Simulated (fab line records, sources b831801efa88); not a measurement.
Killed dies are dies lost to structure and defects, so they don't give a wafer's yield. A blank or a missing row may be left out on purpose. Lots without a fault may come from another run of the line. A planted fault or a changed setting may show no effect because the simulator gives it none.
Chamber matching | flow gf180mcu | GF_STI_ETCH_14 on rie_si-02: 4 sister chambers
The step etches Si in HBr/Cl2/O2, target depth 360 nm, time 102.9 s. 4 wafers are shown with their chamber, then 7 later ones without.

WAFERS WITH THEIR CHAMBER
wafer  | chamber | drypump_motor_current_A (A)
L285.5 | 2       | 6.2
L285.6 | 1       | 5.8
L287.1 | 0       | 5.6
L287.3 | 3       | 5.1

WAFERS WITHOUT THEIR CHAMBER
wafer  | drypump_motor_current_A (A)
L287.6 | 5.1
L288.2 | 5.0
L288.3 | 5.6
L288.6 | 5.5
L289.2 | 5.8
L289.4 | 5.0
L289.5 | 5.6

WHICH CHAMBER EACH WENT THROUGH
wafer  | from the rows above | in truth
L287.6 | 3                   | 3
L288.2 | 3                   | 3
L288.3 | 0                   | 0
L288.6 | 0                   | 0
L289.2 | 1                   | 1
L289.4 | 3                   | 3
L289.5 | 0                   | 0
Placed correctly: 7 of 7. Can't be placed from these rows: 0. Placed wrongly: 0.
How it was worked out, from the rows above alone: a wafer's distance from a chamber is the root of the sum, over the readings, of the square of ((its reading less the chamber's mean) divided by the reading's scatter). The wafer belongs to the nearest chamber; if the next one is less than 2 further off, it can't be placed. A chamber's mean is the mean of its shown wafers. The scatter: with one shown wafer a chamber, the root of the mean of the squares of how far each hidden wafer lies from its nearest shown one.
